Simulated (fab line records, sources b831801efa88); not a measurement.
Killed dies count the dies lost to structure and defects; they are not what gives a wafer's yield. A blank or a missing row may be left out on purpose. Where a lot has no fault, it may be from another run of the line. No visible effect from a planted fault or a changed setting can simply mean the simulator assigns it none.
Chamber matching | flow sky130 | SKY_LI_CONTACT_ETCH_15 on rie diel-02 has 4 sister chambers
The step etches PSG in C4F8/O2/Ar, stops on Si, target depth 600 nm. 14 wafers are shown with their chamber, then 7 later ones without.

## WAFERS WITH THEIR CHAMBER
wafer  | chamber | rf fwd power W (W) | oes product au (a.u.)
L825.1 | 1       | 1486               | 0.833
L825.3 | 2       | 1494               | 0.838
L825.5 | 3       | 1488               | 0.835
L828.1 | 0       | 1492               | 0.835
L828.3 | 1       | 1488               | 0.836
L828.5 | 3       | 1497               | 0.841
L829.3 | 2       | 1493               | 0.829
L829.4 | 1       | 1495               | 0.839
L829.6 | 1       | 1491               | 0.842
L834.1 | 0       | 1495               | 0.839
L834.2 | 1       | 1486               | 0.836
L834.6 | 2       | 1485               | 0.834
L843.3 | 1       | 1488               | 0.834
L843.4 | 2       | 1490               | 0.839

SIGNATURES (means of the wafers above)
reading        | chamber 0 | chamber 1 | chamber 2 | chamber 3 | scatter within a chamber
rf fwd power W | 1493.50   | 1489.00   | 1490.50   | 1492.50   | 3.92
oes product au | 0.83700   | 0.83667   | 0.83500   | 0.83800   | 0.00379
Rule: for each reading, subtract the chamber's mean from the wafer's reading, divide by that reading's scatter and square the result; add these up over the readings and take the root, which gives the wafer's distance from the chamber. The wafer belongs to the nearest chamber; if the next one is less than 2 further off, it can't be placed. The scatter: take each reading less its chamber's mean, square it, sum over the shown wafers, divide by the number of wafers less the number of chambers, and take the root.

## WAFERS WHOSE CHAMBER IS MISSING
wafer  | rf fwd power W (W) | oes product au (a.u.)
L843.6 | 1494               | 0.832
L844.2 | 1485               | 0.842
L844.4 | 1498               | 0.835
L844.5 | 1488               | 0.835
L846.1 | 1491               | 0.837
L846.4 | 1486               | 0.835
L846.6 | 1488               | 0.841

## WHICH CHAMBER EACH ONE RAN IN
wafer  | from the rows above               | in truth
L843.6 | can't be placed: 2 or 0 or 3 or 1 | 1
L844.2 | can't be placed: 1 or 3 or 2 or 0 | 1
L844.4 | can't be placed: 0 or 3 or 2 or 1 | 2
L844.5 | can't be placed: 1 or 2 or 3 or 0 | 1
L846.1 | can't be placed: 3 or 1 or 2 or 0 | 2
L846.4 | can't be placed: 1 or 2 or 3 or 0 | 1
L846.6 | can't be placed: 1 or 3 or 2 or 0 | 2
Placed correctly: 0 of 7. These rows do not allow placing 7 (true chamber among the candidates in 7). Number placed wrongly: 0.
